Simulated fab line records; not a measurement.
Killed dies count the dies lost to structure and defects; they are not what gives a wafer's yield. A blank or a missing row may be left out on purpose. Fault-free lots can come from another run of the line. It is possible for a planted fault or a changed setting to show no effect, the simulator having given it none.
Tool commonality check    flow sky130    Sampled: 13 lots, 39 wafers

WHY IT WAS OPENED
Of 13 lots, 1 have the reading SD_P_TW flagged at SKY_SD_P_TW_MEAS_11. No-fault wafers: 2806, standard deviation 38.
Rule: a lot gets a flag if all its wafers with a number sit over 4 standard deviations from that mean, or if no wafer of it has a number. The other lots count as sound.

lot   measured      on             SD_P_TW, wafer by wafer  flag
L868  day 27 09:20  film_metro-01  2745 2747 2745           
L872  day 28 06:49  film_metro-02  2798 2795 2786           
L874  day 28 12:14  film_metro-01  2748 2738 2745           
L876  day 29 12:17  film_metro-04  2857 2848 2863           
L877  day 29 15:53  film_metro-02  2800 2808 2795           
L880  day 30 17:12  film_metro-02  2829 2830 2818           
L879  day 30 20:44  film_metro-04  30 30 30                 FLAGGED
L882  day 31 13:41  film_metro-01  2779 2773 2770           
L886  day 32 04:24  film_metro-02  2825 2812 2820           
L887  day 32 23:09  film_metro-01  2719 2734 2736           
L888  day 33 04:47  film_metro-02  2807 2803 2799           
L889  day 33 06:20  film_metro-04  2843 2864 2868           
L890  day 33 22:14  film_metro-02  2799 2818 2801           
The mean of the flagged lots' numbers is 30, -2776 from the usual (-73 standard deviations).

TOOL THAT RAN EACH LOT
Before the reading, the record contains 2 process steps out of a 708-step route. Every cell lists first the tool, next ch and the chambers used by the sampled wafers, and last the start.
lot   flag     SKY_SONOS_ONO_ETCH_15               SKY_SD_P_EXPOSE_04
L868           rie_diel-02 ch 1,2, day 14 02:23    iline_stepper-02 ch 0, day 26 19:28
L872           rie_diel-02 ch 2,3, day 15 03:05    iline_stepper-02 ch 0, day 27 16:25
L874           rie_diel-03 ch 0,1,2, day 15 10:05  iline_stepper-02 ch 0, day 27 22:55
L876           rie_diel-04 ch 1,2, day 16 09:50    iline_stepper-01 ch 0, day 28 22:11
L877           rie_diel-02 ch 0,1, day 16 12:29    iline_stepper-01 ch 0, day 29 02:13
L880           rie_diel-04 ch 2,3, day 17 17:17    iline_stepper-02 ch 0, day 30 01:58
L879  FLAGGED  rie_diel-04 ch 1,2,3, day 17 17:52  iline_stepper-01 ch 0, day 30 06:08
L882           rie_diel-04 ch 1,2,3, day 18 15:27  iline_stepper-01 ch 0, day 30 22:58
L886           rie_diel-04 ch 0,2,3, day 19 07:31  iline_stepper-02 ch 0, day 31 15:02
L887           rie_diel-02 ch 0,1,3, day 20 07:13  iline_stepper-01 ch 0, day 32 09:31
L888           rie_diel-03 ch 0,1,2, day 20 09:35  iline_stepper-01 ch 0, day 32 14:38
L889           rie_diel-04 ch 1,2,3, day 20 10:47  iline_stepper-02 ch 0, day 32 16:19
L890           rie_diel-03 ch 1,3, day 21 06:17    iline_stepper-01 ch 0, day 33 07:46
These steps, and what they do:
- SKY_SONOS_ONO_ETCH_15: etches the open film in CHF3/O2, target depth 19.52 nm, time 7.8 s.
- SKY_SD_P_EXPOSE_04: exposes mask PSDM, target cd 380 nm.
- SKY_SD_P_TW_MEAS_11

FLAGGED AGAINST TOTAL, ONE TOOL AT A TIME (gauges that did the reading follow at the end)
step                   tool              lots run  flagged  share of the flagged lots  sound lots run after its first flagged lot
SKY_SONOS_ONO_ETCH_15  rie_diel-02       4         0        none                       -
SKY_SONOS_ONO_ETCH_15  rie_diel-03       3         0        none                       -
SKY_SONOS_ONO_ETCH_15  rie_diel-04       6         1        all                        3 (L882,L886,L889)
SKY_SD_P_EXPOSE_04     iline_stepper-01  7         1        all                        4 (L882,L887,L888,L890)
SKY_SD_P_EXPOSE_04     iline_stepper-02  6         0        none                       -
SKY_SD_P_TW_MEAS_11    film_metro-01     4         0        none                       -
SKY_SD_P_TW_MEAS_11    film_metro-02     6         0        none                       -
SKY_SD_P_TW_MEAS_11    film_metro-04     3         1        all                        1 (L889)

WHAT THE TABLE PERMITS
Every flagged lot was run by 3 rows of the table: rie_diel-04 at SKY_SONOS_ONO_ETCH_15, iline_stepper-01 at SKY_SD_P_EXPOSE_04 and film_metro-04 at SKY_SD_P_TW_MEAS_11.
- rie_diel-04 at SKY_SONOS_ONO_ETCH_15: 1 of its 6 lots flagged. Lots that were sound ran on it after the first flagged one (L882, L886, L889); a persistent fault on the entire tool would not allow that.
- iline_stepper-01 at SKY_SD_P_EXPOSE_04: 1 of its 7 lots flagged. Lots that were sound ran on it after the first flagged one (L882, L887, L888, L890); a persistent fault on the entire tool would not allow that.
- film_metro-04 at SKY_SD_P_TW_MEAS_11: 1 of its 3 lots flagged. Lots that were sound ran on it after the first flagged one (L889); a persistent fault on the entire tool would not allow that.
Every row of the table either missed a flagged lot or ran a sound lot after the first.

WHAT THE SIMULATOR HAD INSERTED
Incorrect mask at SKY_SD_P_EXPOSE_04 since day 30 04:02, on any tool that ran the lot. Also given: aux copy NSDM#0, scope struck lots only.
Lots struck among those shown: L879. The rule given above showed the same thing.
